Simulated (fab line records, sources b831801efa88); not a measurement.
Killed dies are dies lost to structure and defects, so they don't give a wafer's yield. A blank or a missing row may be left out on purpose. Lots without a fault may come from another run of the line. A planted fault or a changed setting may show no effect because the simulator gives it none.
Chamber matching | flow sky130 | SKY_PASSIVATION_CVD_02 on pecvd-01: 3 sister chambers
The step deposits Si3N4, target thk 540 nm. 27 wafers are shown with their chamber, then 12 later ones without.

WAFERS WITH THEIR CHAMBER
wafer  | chamber | heater_power_w (W)
L075.1 | 0       | 852
L075.2 | 2       | 572
L075.3 | 1       | 736
L075.4 | 1       | 599
L075.5 | 0       | 866
L075.6 | 2       | 619
L074.1 | 0       | 749
L074.3 | 2       | 642
L074.5 | 0       | 792
L079.4 | 0       | 850
L079.5 | 2       | 646
L079.6 | 1       | 660
L082.3 | 2       | 689
L082.4 | 0       | 835
L082.5 | 2       | 571
L084.1 | 1       | 698
L084.2 | 2       | 667
L084.4 | 2       | 691
L085.1 | 1       | 692
L085.3 | 0       | 874
L085.5 | 2       | 673
L086.1 | 0       | 797
L086.3 | 2       | 666
L086.5 | 2       | 675
L087.3 | 0       | 760
L087.4 | 0       | 788
L087.6 | 1       | 688

SIGNATURES (means of the wafers above)
reading        | chamber 0 | chamber 1 | chamber 2 | scatter within a chamber
heater_power_w | 816.30    | 678.83    | 646.45    | 44.1
Rule: a wafer's distance from a chamber is the root of the sum, over the readings, of the square of ((its reading less the chamber's mean) divided by the reading's scatter). The wafer belongs to the nearest chamber; if the next one is less than 2 further off, it can't be placed. The scatter: the root of (the sum of the squares of (reading less its chamber's mean) over the shown wafers, divided by (wafers less chambers)).

WAFERS WITHOUT THEIR CHAMBER
wafer  | heater_power_w (W)
L094.2 | 617
L094.3 | 829
L094.4 | 679
L095.1 | 584
L095.2 | 667
L095.3 | 866
L095.4 | 616
L095.5 | 724
L095.6 | 862
L097.2 | 590
L097.3 | 819
L097.6 | 867

WHICH CHAMBER EACH WENT THROUGH
wafer  | from the rows above          | in truth
L094.2 | can't be placed: 2 or 1      | 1
L094.3 | 0                            | 0
L094.4 | can't be placed: 1 or 2      | 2
L095.1 | can't be placed: 2 or 1      | 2
L095.2 | can't be placed: 1 or 2      | 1
L095.3 | 0                            | 0
L095.4 | can't be placed: 2 or 1      | 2
L095.5 | can't be placed: 1 or 2 or 0 | 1
L095.6 | 0                            | 0
L097.2 | can't be placed: 2 or 1      | 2
L097.3 | 0                            | 0
L097.6 | 0                            | 0
Placed correctly: 5 of 12. Can't be placed from these rows: 7 (the true chamber is among the candidates in 7). Placed wrongly: 0.
